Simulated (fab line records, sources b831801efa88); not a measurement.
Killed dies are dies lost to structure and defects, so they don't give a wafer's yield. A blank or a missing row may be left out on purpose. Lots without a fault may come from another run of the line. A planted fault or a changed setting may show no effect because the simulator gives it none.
A struck lot beside a sound one | flow gf180mcu | 14 steps out of a route of 602
Sound: wafers L334.3, L334.4, L334.6. Struck: wafer L329.4. (L329.2, L329.3 of the same lot were not struck and are left out.) The cause comes at the end.
At each step with rows: each side's tool, then ch and its chambers, then its first start. Under that, the readings that differ: sound wafers | struck wafers | difference of the means | sigmas: that difference in standard deviations of wafers without a fault.
alike: readings whose means differ by less than 2 such deviations, and words and numbers that are the same on both sides. not compared: withheld readings, readings that some wafer has no value for, bounds like >300 that may hide the same value, and numbers for which the record gives no deviation and whose values overlap.
The two part at a step that has a row with sigmas, a row that says differs or no value, or rows on one side only. Numbers that don't overlap but have no deviation are shown without sigmas and don't part them. A reading that every wafer of one side lacks parts them only if that side has two wafers or more.

first, 4 steps without rows for these wafers: GF_V1_SOFTBAKE_10 (time 60 s); GF_V1_EXPOSE_11 (exposes mask Via1, target cd 260 nm); GF_V1_PEB_12 (peb time 90 s); GF_V1_DEVELOP_13 (develop time 60 s).
GF_V1_CD_MEAS_14: target cd 260 nm.
  sound on cd_sem-01, day 23 15:07; struck on cd_sem-01, day 21 23:29
  reading    | sound             | struck | difference | sigmas
  cd_nm (nm) | 261.5 261.2 260.4 | 257.9  | -3.1       | -3
GF_V1_OVL_MEAS_15:
  sound on overlay-02, day 23 15:12; struck on overlay-02, day 21 23:35
  reading     | sound    | struck | difference | sigmas
  V1_OVL (nm) | -7 -3 -2 | 7      | +11        | +2
GF_V1_ETCH_16: etches BARC in N2/H2.
  sound on rie_diel-02 ch 0,2, day 23 15:13; struck on rie_diel-04 ch 0, day 21 23:37
  alike: drypump_motor_current_A, oes_product_au, throttle_valve_pct
GF_V1_ETCH_17: etches SiO2 in C4F8/O2/Ar, stops on TiN, target depth 630 nm.
  sound on rie_diel-02 ch 0,2; struck on rie_diel-04 ch 0
  alike: oes_product_au
GF_V1_STRIP_18: strips in O2/N2.
  sound on plasma_asher-04 ch 0,1, day 23 15:23; struck on plasma_asher-02 ch 1, day 21 23:45
  reading                     | sound       | struck | difference | sigmas
  drypump_motor_current_A (A) | 6.5 5.8 6.4 | 5.4    | -0.8       | -2
  heater_power_w (W)          | 278 340 278 | 381    | +82        | +3
  alike: oes_product_au
  not compared: rf_hours_counter_h
then, 2 steps without rows for these wafers: GF_V1_STRIP_19 (strips in post etch residue remover, time 1200 s); GF_V1_CLEAN_20 (cleans in DIW).
GF_V1_SPUTTER_21: material Ti, target thk 15 nm, time 80.02 s.
  sound on pvd_sputter-01, day 23 15:53; struck on pvd_sputter-03, day 22 00:18
  alike: chamber_pressure_pa, throttle_valve_pct
GF_V1_SPUTTER_22: material TiN, target thk 10 nm, time 40 s.
  sound on pvd_sputter-01, day 23 15:57; struck on pvd_sputter-03, day 22 00:22
  reading                                | sound             | struck | difference | sigmas
  chamber_pressure_pa (Pa)               | 5.010 4.995 5.018 | 5.844  | +0.836     | +70
  throttle_valve_pct (%)                 | 30.8 29.6 31.2    | 27.0   | -3.5       | -4
  model.TiN_of_V1_SPUTTER_22.thk_nm (nm) | 10.24 10.09 9.7   | 8.85   | -1.16      |
GF_V1_CVD_23: deposits W, target thk 350 nm, time 105.05 s.
  sound on cvd_w-02 ch 0, day 23 16:04; struck on cvd_w-02 ch 1, day 22 00:24
  alike: heater_power_w

WHERE THEY PART
First at GF_V1_CD_MEAS_14; last, within this record, at GF_V1_SPUTTER_22. Later steps at which nothing parts them and some readings are alike: GF_V1_CVD_23.

WHY: what the simulator had put in
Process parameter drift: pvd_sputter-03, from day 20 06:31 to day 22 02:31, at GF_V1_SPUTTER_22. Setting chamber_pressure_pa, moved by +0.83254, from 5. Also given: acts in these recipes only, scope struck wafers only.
